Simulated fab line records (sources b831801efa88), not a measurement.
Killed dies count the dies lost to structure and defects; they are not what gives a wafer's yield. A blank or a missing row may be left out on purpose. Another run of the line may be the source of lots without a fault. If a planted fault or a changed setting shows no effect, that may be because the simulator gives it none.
fab line records + flow sky130 + part 2 of 2: steps 31 to 42 of 42
[record]
- lots = 5
- wafers = 15
- last-day = 49
route steps=708 shown VT_ADJUST_LVTN@113 VT_ADJUST_NCORE@119 VT_ADJUST_HVTR@131 VT_ADJUST_PCH@143 SONOS_TUNNEL@154
lots that met no fault: taken from a fault-free run of the same line
start-h: hours from the record's first day to the start of the lot's first wafer shown + wait-h: time in hours since the lot's previous step + " as in the row above + L1.1+2: a single row standing in for several wafers + - no value, or no start given + * or withheld: withheld + < > ~ a bound
route shown NAME@n: NAME is a module with steps in the file, n the number in the route of the first one + usual: mean/standard deviation taken from wafers without a fault + same: alike in all rows + chamber/n: place in a boat + sites: the reading at each site + _std_site: standard deviation of those values + _edge_site: the outer-site mean with the inner-site mean subtracted + radius-mm: for every site, how far away it sits from the centre of the wafer + mask NAME#n: copy n + behind: the most recent tool/chamber to have shaped the wafer + hold: reason for holding the lot/hours on hold/outcome of the hold + device: which transistor (n, p or np) failed to switch + end of line: tests of these same wafers at the route's end + where a step has no rows: the recipe by itself + killed: the dies lost at the first sort to structure and to defects; this is not the yield of the wafer + map: a wafer's dies, x killed, . not, _ none there
set.NAME: the setting that was run; set.NAME@STEP: the one run at that earlier step + model.NAME: the simulator's own value behind a step, which no gauge read
lots seen at some steps along the route; tables by step, rows by wafer
services: a tool's chamber out of use, with start hour (start-h, from the record's first day; less than 0 if before it), hours out, and reason
[[steps]]
[step SKY_VT_ADJUST_PCH_DEHYDRATE_00]
[recipe]
- temp-c = 200
- time-s = 60
[usual]
- heater-power-total-W = 160.35/0.13
| lot.wafer | tool           | chamber | start-h | wait-h | heater-power-total-W |
|-----------|----------------|---------|---------|--------|----------------------|
| L080.1    | litho-track-04 | 0       | 261.99  | 11.9   | 160.16               |
| L080.4    | "              | 0       | "       | "      | 160.22               |
| L080.6    | "              | 0       | "       | "      | 160.61               |
| L087.1    | litho-track-03 | 0       | 310.10  | 12.4   | 160.37               |
| L087.4    | "              | 0       | "       | "      | 160.50               |
| L087.5    | "              | 0       | "       | "      | 160.23               |
| L088.1    | litho-track-02 | 0       | 314.78  | 12.4   | 160.43               |
| L088.2    | "              | 0       | "       | "      | 160.30               |
| L088.4    | "              | 0       | "       | "      | 160.32               |
| L089.1    | litho-track-03 | 0       | 327.15  | 12.6   | 160.18               |
| L089.2    | "              | 0       | "       | "      | 160.34               |
| L089.4    | "              | 0       | "       | "      | 160.32               |
| L090.2    | litho-track-03 | 0       | 331.83  | 12.7   | 160.33               |
| L090.3    | "              | 0       | "       | "      | 160.53               |
| L090.6    | "              | 0       | "       | "      | 160.24               |
[step SKY_VT_ADJUST_PCH_HMDS_01]
[recipe]
- prime-time-s = 60
- prime-temp-c = 120
| lot.wafer  | tool           | chamber | start-h | wait-h |
|------------|----------------|---------|---------|--------|
| L080.1+4+6 | litho-track-04 | 0       | 262.14  | 0.1    |
| L087.1+4+5 | litho-track-03 | 0       | 310.25  | 0.1    |
| L088.1+2+4 | litho-track-02 | 0       | 314.93  | 0.1    |
| L089.1+2+4 | litho-track-03 | 0       | 327.30  | 0.1    |
| L090.2+3+6 | litho-track-03 | 0       | 331.98  | 0.1    |
[step SKY_VT_ADJUST_PCH_COAT_02]
[recipe]
- spin-rpm = 2000
- resist-thk-nm = 3000
[usual]
- dispense-pressure-kPa = 52/3.4
| lot.wafer | tool           | chamber | start-h | wait-h | dispense-pressure-kPa |
|-----------|----------------|---------|---------|--------|-----------------------|
| L080.1    | litho-track-04 | 0       | 262.29  | 0.1    | 49                    |
| L080.4    | "              | 0       | "       | "      | 49                    |
| L080.6    | "              | 0       | "       | "      | 49                    |
| L087.1    | litho-track-03 | 0       | 310.40  | 0.1    | 50                    |
| L087.4    | "              | 0       | "       | "      | 50                    |
| L087.5    | "              | 0       | "       | "      | 50                    |
| L088.1    | litho-track-02 | 0       | 315.08  | 0.1    | 56                    |
| L088.2    | "              | 0       | "       | "      | 57                    |
| L088.4    | "              | 0       | "       | "      | 56                    |
| L089.1    | litho-track-03 | 0       | 327.45  | 0.1    | 50                    |
| L089.2    | "              | 0       | "       | "      | 50                    |
| L089.4    | "              | 0       | "       | "      | 50                    |
| L090.2    | litho-track-03 | 0       | 332.13  | 0.1    | 50                    |
| L090.3    | "              | 0       | "       | "      | 50                    |
| L090.6    | "              | 0       | "       | "      | 50                    |
[step SKY_VT_ADJUST_PCH_SOFTBAKE_03]
[recipe]
- temp-c = 110
- time-s = withheld
[usual]
- heater-power-total-W = 65.32/0.14
| lot.wafer | tool           | chamber | start-h | wait-h | heater-power-total-W |
|-----------|----------------|---------|---------|--------|----------------------|
| L080.1    | litho-track-04 | 0       | 262.44  | 0.1    | 65.39                |
| L080.4    | "              | 0       | "       | "      | 65.48                |
| L080.6    | "              | 0       | "       | "      | 65.14                |
| L087.1    | litho-track-03 | 0       | 310.55  | 0.1    | 65.16                |
| L087.4    | "              | 0       | "       | "      | 65.48                |
| L087.5    | "              | 0       | "       | "      | 65.16                |
| L088.1    | litho-track-02 | 0       | 315.23  | 0.1    | 65.32                |
| L088.2    | "              | 0       | "       | "      | 65.42                |
| L088.4    | "              | 0       | "       | "      | 65.10                |
| L089.1    | litho-track-03 | 0       | 327.60  | 0.1    | 65.26                |
| L089.2    | "              | 0       | "       | "      | 65.42                |
| L089.4    | "              | 0       | "       | "      | 65.39                |
| L090.2    | litho-track-03 | 0       | 332.29  | 0.1    | 65.12                |
| L090.3    | "              | 0       | "       | "      | 65.46                |
| L090.6    | "              | 0       | "       | "      | 65.53                |
[step SKY_VT_ADJUST_PCH_EXPOSE_04]
[recipe]
- mask-id = NWM
- na = 0.6
- source-shape = conventional
- sigma-outer = 0.6
- polarization = unpolarized
- target-cd-nm = 840
- dose-mj = 255
| lot.wafer  | tool             | chamber | start-h | wait-h | mask  |
|------------|------------------|---------|---------|--------|-------|
| L080.1+4+6 | iline-stepper-02 | 0       | -       | -      | NWM#0 |
| L087.1+4+5 | iline-stepper-01 | 0       | -       | -      | NWM#0 |
| L088.1+2+4 | iline-stepper-01 | 0       | -       | -      | NWM#0 |
| L089.1+2+4 | iline-stepper-01 | 0       | -       | -      | NWM#0 |
| L090.2+3+6 | iline-stepper-01 | 0       | -       | -      | NWM#0 |
[step SKY_VT_ADJUST_PCH_PEB_05]
[recipe]
- temp-c = 115
- time-s = withheld
[usual]
- heater-power-total-W = 69.32/0.13
| lot.wafer | tool           | chamber | start-h | wait-h | heater-power-total-W |
|-----------|----------------|---------|---------|--------|----------------------|
| L080.1    | litho-track-04 | 0       | -       | -      | 69.34                |
| L080.4    | "              | 0       | "       | "      | 69.39                |
| L080.6    | "              | 0       | "       | "      | 69.16                |
| L087.1    | litho-track-04 | 0       | -       | -      | 69.32                |
| L087.4    | "              | 0       | "       | "      | 69.29                |
| L087.5    | "              | 0       | "       | "      | 69.19                |
| L088.1    | litho-track-04 | 0       | -       | -      | 69.43                |
| L088.2    | "              | 0       | "       | "      | 69.11                |
| L088.4    | "              | 0       | "       | "      | 69.31                |
| L089.1    | litho-track-04 | 0       | -       | -      | 69.44                |
| L089.2    | "              | 0       | "       | "      | 69.16                |
| L089.4    | "              | 0       | "       | "      | 69.32                |
| L090.2    | litho-track-03 | 0       | -       | -      | 69.26                |
| L090.3    | "              | 0       | "       | "      | 69.38                |
| L090.6    | "              | 0       | "       | "      | 69.25                |
[step SKY_VT_ADJUST_PCH_DEVELOP_06]
[recipe]
- wall-angle-deg = 90
- developer = TMAH
- develop-time-s = 60
- dev-temp-c = 23
| lot.wafer  | tool           | chamber | start-h | wait-h |
|------------|----------------|---------|---------|--------|
| L080.1+4+6 | litho-track-04 | 0       | -       | -      |
| L087.1+4+5 | litho-track-04 | 0       | -       | -      |
| L088.1+2+4 | litho-track-04 | 0       | -       | -      |
| L089.1+2+4 | litho-track-04 | 0       | -       | -      |
| L090.2+3+6 | litho-track-03 | 0       | -       | -      |
[step SKY_VT_ADJUST_PCH_OVL_MEAS_07]
[usual]
- VT_ADJUST_PCH_OVL = 0.1/1.6
| lot.wafer | tool       | chamber | start-h | wait-h | VT_ADJUST_PCH_OVL[nm] |
|-----------|------------|---------|---------|--------|-----------------------|
| L080.1    | overlay-01 | -       | 274.14  | -      | 0.5                   |
| L080.4    | "          | -       | "       | "      | 1.4                   |
| L080.6    | "          | -       | "       | "      | 1.1                   |
| L087.1    | overlay-01 | -       | 323.64  | -      | 0.4                   |
| L087.4    | "          | -       | "       | "      | -1.9                  |
| L087.5    | "          | -       | "       | "      | -0.4                  |
| L088.1    | overlay-01 | -       | 328.29  | -      | 1.0                   |
| L088.2    | "          | -       | "       | "      | 1.4                   |
| L088.4    | "          | -       | "       | "      | 1.9                   |
| L089.1    | overlay-02 | -       | 341.69  | -      | 1.2                   |
| L089.2    | "          | -       | "       | "      | 0.6                   |
| L089.4    | "          | -       | "       | "      | 0.6                   |
| L090.2    | overlay-02 | -       | 345.76  | -      | -1.4                  |
| L090.3    | "          | -       | "       | "      | -1.7                  |
| L090.6    | "          | -       | "       | "      | -1.1                  |
[step SKY_VT_ADJUST_PCH_IMPLANT_08]
[recipe]
- species = B
- energy-kev = 10
- dose-cm2 = 5e+11
- tilt-deg = withheld
| lot.wafer  | tool         | chamber | start-h | wait-h |
|------------|--------------|---------|---------|--------|
| L080.1+4+6 | implanter-01 | 0       | 274.18  | 0.0    |
| L087.1+4+5 | implanter-04 | 0       | 323.68  | 0.0    |
| L088.1+2+4 | implanter-01 | 0       | 328.33  | 0.0    |
| L089.1+2+4 | implanter-01 | 0       | 341.73  | 0.0    |
| L090.2+3+6 | implanter-01 | 0       | 345.81  | 0.0    |
[step SKY_VT_ADJUST_PCH_STRIP_09]
[recipe]
- chemistry = O2/N2
- power-w = 1400
- pressure-mtorr = 1500
- platen-temp-c = withheld
- o2-flow-sccm = 3000
- n2-flow-sccm = 300
- overash-fraction = 0.5
[usual]
- drypump-motor-current-A = 6.0/0.43
- oes-product-au = 0.722/0.0044
- strip-time-to-endpoint-s = 36.97/0.11
| lot.wafer | tool            | chamber | start-h | wait-h | drypump-motor-current-A | oes-product-au | rf-hours-counter-h | strip-time-to-endpoint-s |
|-----------|-----------------|---------|---------|--------|-------------------------|----------------|--------------------|--------------------------|
| L080.1    | plasma-asher-01 | 1       | 274.33  | 0.1    | 5.8                     | 0.720          | 50                 | 36.82                    |
| L080.4    | "               | 0       | "       | "      | 6.7                     | 0.716          | -                  | 36.83                    |
| L080.6    | "               | 1       | "       | "      | 5.7                     | 0.722          | -                  | 36.86                    |
| L087.1    | plasma-asher-02 | 0       | 323.83  | 0.1    | 5.4                     | 0.718          | 56                 | 36.98                    |
| L087.4    | "               | 1       | "       | "      | 6.2                     | 0.726          | -                  | 37.16                    |
| L087.5    | "               | 0       | "       | "      | 5.4                     | 0.725          | -                  | 37.01                    |
| L088.1    | plasma-asher-04 | 0       | 328.48  | 0.1    | 5.9                     | 0.727          | 66                 | 36.95                    |
| L088.2    | "               | 1       | "       | "      | 6.4                     | 0.722          | 66                 | 36.86                    |
| L088.4    | "               | 0       | "       | "      | 5.9                     | 0.724          | -                  | 37.08                    |
| L089.1    | plasma-asher-04 | 0       | 341.88  | 0.1    | 5.9                     | 0.717          | 67                 | 36.99                    |
| L089.2    | "               | 1       | "       | "      | 6.4                     | 0.725          | 67                 | 37.10                    |
| L089.4    | "               | 1       | "       | "      | 6.4                     | 0.728          | -                  | 36.98                    |
| L090.2    | plasma-asher-04 | 0       | 345.94  | 0.1    | 5.9                     | 0.722          | 68                 | 37.05                    |
| L090.3    | "               | 1       | "       | "      | 6.4                     | 0.713          | -                  | 37.00                    |
| L090.6    | "               | 1       | "       | "      | 6.4                     | 0.719          | -                  | 37.05                    |
[step SKY_VT_ADJUST_PCH_TW_MEAS_10]
[usual]
- VT_ADJUST_PCH_TW = 142.7/1.4
| lot.wafer | tool          | chamber | start-h | wait-h | VT_ADJUST_PCH_TW |
|-----------|---------------|---------|---------|--------|------------------|
| L080.1    | film-metro-04 | -       | 274.43  | 0.1    | 142.8            |
| L080.4    | "             | -       | "       | "      | 143.6            |
| L080.6    | "             | -       | "       | "      | 142.8            |
| L087.1    | film-metro-04 | -       | 323.93  | 0.1    | 140.0            |
| L087.4    | "             | -       | "       | "      | 140.4            |
| L087.5    | "             | -       | "       | "      | 141.1            |
| L088.1    | film-metro-02 | -       | 328.58  | 0.1    | 143.3            |
| L088.2    | "             | -       | "       | "      | 142.5            |
| L088.4    | "             | -       | "       | "      | 143.8            |
| L089.1    | film-metro-03 | -       | 341.98  | 0.1    | 144.2            |
| L089.2    | "             | -       | "       | "      | 144.7            |
| L089.4    | "             | -       | "       | "      | 143.9            |
| L090.2    | film-metro-03 | -       | 346.05  | 0.1    | 143.3            |
| L090.3    | "             | -       | "       | "      | 143.4            |
| L090.6    | "             | -       | "       | "      | 143.8            |
[step SKY_SONOS_TUNNEL_DEHYDRATE_00]
[recipe]
- temp-c = 200
- time-s = 60
[usual]
- heater-power-total-W = 160.37/0.12
| lot.wafer | tool           | chamber | start-h | wait-h | heater-power-total-W |
|-----------|----------------|---------|---------|--------|----------------------|
| L080.1    | litho-track-02 | 0       | 286.43  | 12.0   | 160.39               |
| L080.4    | "              | 0       | "       | "      | 160.36               |
| L080.6    | "              | 0       | "       | "      | 160.32               |
| L087.1    | litho-track-02 | 0       | 336.93  | 13.0   | 160.19               |
| L087.4    | "              | 0       | "       | "      | 160.23               |
| L087.5    | "              | 0       | "       | "      | 160.46               |
| L088.1    | litho-track-04 | 0       | 341.69  | 13.1   | 160.32               |
| L088.2    | "              | 0       | "       | "      | 160.38               |
| L088.4    | "              | 0       | "       | "      | 160.21               |
| L089.1    | litho-track-04 | 0       | 354.24  | 12.3   | 160.39               |
| L089.2    | "              | 0       | "       | "      | 160.60               |
| L089.4    | "              | 0       | "       | "      | 160.18               |
| L090.2    | litho-track-04 | 0       | 359.32  | 13.3   | 160.13               |
| L090.3    | "              | 0       | "       | "      | 160.33               |
| L090.6    | "              | 0       | "       | "      | 160.30               |
[[services]]
| tool             | chamber | start-h | hours | kind                      |
|------------------|---------|---------|-------|---------------------------|
| plasma-asher-03  | -       | 199.45  | 14.6  | pm                        |
| plasma-asher-04  | -       | 200.03  | 14.6  | pm                        |
| litho-track-03   | -       | 218.46  | -     | consumable-replace:filter |
| implanter-03     | -       | 225.79  | 8.1   | repair                    |
| plasma-asher-03  | -       | 227.71  | 2.8   | pm                        |
| litho-track-03   | -       | 237.24  | -     | consumable-replace:filter |
| iline-stepper-01 | -       | 242.84  | 2.1   | pm                        |
| plasma-asher-02  | -       | 243.81  | 0.6   | repair                    |
| iline-stepper-01 | -       | 244.92  | -     | consumable-replace:lamp   |
| plasma-asher-03  | -       | 262.96  | 5.4   | repair                    |
| iline-stepper-01 | 0       | 272.15  | -     | calibration               |
| iline-stepper-02 | -       | 278.13  | 9.6   | repair                    |
| implanter-01     | -       | 280.23  | 2.8   | pm                        |
| implanter-01     | -       | 284.94  | 3.2   | repair                    |
| iline-stepper-01 | -       | 288.35  | 1.7   | pm                        |
| implanter-01     | -       | 288.93  | 1.1   | repair                    |
| plasma-asher-03  | -       | 288.94  | 1.2   | repair                    |
| iline-stepper-02 | -       | 292.45  | 2.5   | repair                    |
| implanter-03     | -       | 303.47  | 3.9   | pm                        |
| implanter-01     | -       | 314.30  | 2.2   | repair                    |
| implanter-01     | -       | 324.54  | 3.0   | repair                    |
| implanter-03     | -       | 333.61  | 0.6   | repair                    |
| implanter-03     | -       | 343.33  | 2.4   | repair                    |
| implanter-01     | -       | 348.57  | 5.1   | repair                    |
